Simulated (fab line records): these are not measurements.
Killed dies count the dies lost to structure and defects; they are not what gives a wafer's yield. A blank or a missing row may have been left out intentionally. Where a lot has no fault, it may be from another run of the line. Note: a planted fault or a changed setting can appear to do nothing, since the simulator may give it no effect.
Struck lot and sound lot, side by side | flow gf180mcu | 21 steps out of a route of 602
Sound: the wafers L128.1, L128.3, L128.4. Wafers struck: L132.2, L132.3, L132.5. Last of all comes the cause.
At each step with rows: each side's tool, then ch and its chambers, then its first start. Under that, the readings that differ: sound wafers | struck wafers | difference of the means | sigmas: that difference in standard deviations of wafers without a fault.
alike: words and numbers the same on both sides, and readings whose means are apart by under 2 such deviations; not compared: readings that were withheld, readings missing a value for some wafer, numbers with overlapping values and no deviation given by the record, and bounds like >300 which may hide the same value.
A row with sigmas, a row that says differs or no value, or rows on one side alone: a step with any of these is where the two part. Non-overlapping numbers with no deviation appear without sigmas and do not part them. Lack of a reading on every wafer of one side parts them only where that side has two or more wafers.

first, 3 steps without rows for these wafers: GF_LVPWELL_EXPOSE_04 (exposes mask LVPWELL, target cd 600 nm); GF_LVPWELL_PEB_05; GF_LVPWELL_DEVELOP_06 (develop time 60 s).
GF_LVPWELL_OVL_MEAS_07:
  struck on overlay-02, day 6 03:34; sound on overlay-01, day 5 06:25
  alike: LVPWELL_OVL
then, 2 steps without rows for these wafers: GF_LVPWELL_IMPLANT_08; GF_LVPWELL_IMPLANT_09.
GF_LVPWELL_STRIP_10: strips in O2/N2.
  sound on plasmaAsher-03 ch 0,1, day 5 06:46; struck on plasmaAsher-04 ch 0,1, day 6 03:53
reading                  | sound       | struck      | difference | sigmas
drypumpMotorCurrentA (A) | 6.0 6.0 6.0 | 5.1 5.7 5.1 | -0.7       | -2
  alike: heaterPowerW, oesProductAu, platenTempC, stripTimeToEndpointS
  not compared: rfHoursCounterH
GF_LVPWELL_TW_MEAS_11:
  struck on filmMetro-02, day 6 04:00; sound on filmMetro-01, day 5 06:53
  alike: LVPWELL_TW
then, 4 steps without rows for these wafers: GF_MVSD_DEHYDRATE_00 (time 60 s); GF_MVSD_HMDS_01 (prime time 60 s); GF_MVSD_COAT_02 (resist thk 3000 nm); GF_MVSD_SOFTBAKE_03.
GF_MVSD_EXPOSE_04: exposes mask MVSD, target cd 1000 nm.
  sound on ilineStepper-02 ch 0, day 5 13:53; struck on ilineStepper-01 ch 0, day 6 11:21
reading | sound                | struck                        | difference | sigmas
mask    | MVSD#0 MVSD#0 MVSD#0 | LVPWELL#0 LVPWELL#0 LVPWELL#0 | differs    | 
then, 2 steps without rows for these wafers: GF_MVSD_PEB_05; GF_MVSD_DEVELOP_06 (develop time 60 s).
GF_MVSD_OVL_MEAS_07:
  struck on overlay-01, day 6 18:56; sound on overlay-01, day 5 21:00
reading       | sound        | struck | difference                    | sigmas
MVSD_OVL (nm) | 1.1 2.1 -0.4 | - - -  | no value on the struck wafers | 
then, 2 steps without rows for these wafers: GF_MVSD_IMPLANT_08; GF_MVSD_IMPLANT_09.
GF_MVSD_STRIP_10: strips in O2/N2.
  sound on plasmaAsher-03 ch 0,1, day 5 21:20; struck on plasmaAsher-03 ch 0,1, day 6 19:16
reading         | sound                | struck               | difference | sigmas
platenTempC (C) | 250.04 249.74 249.77 | 250.34 250.49 249.99 | +0.42      | +2
  alike: drypumpMotorCurrentA, heaterPowerW, oesProductAu, stripTimeToEndpointS
  not compared: rfHoursCounterH
GF_MVSD_TW_MEAS_11:
  struck on filmMetro-01, day 6 19:22; sound on filmMetro-04, day 5 21:26
reading | sound          | struck   | difference | sigmas
MVSD_TW | 1598 1609 1604 | 30 30 30 | -1574      | -72
then, 1 step without rows for these wafers: GF_MVPSD_DEHYDRATE_00 (time 60 s).

== WHERE THEY PART ==
Earliest at GF_LVPWELL_STRIP_10; latest, in this record, at GF_MVSD_TW_MEAS_11.

WHY: the cause the simulator had injected
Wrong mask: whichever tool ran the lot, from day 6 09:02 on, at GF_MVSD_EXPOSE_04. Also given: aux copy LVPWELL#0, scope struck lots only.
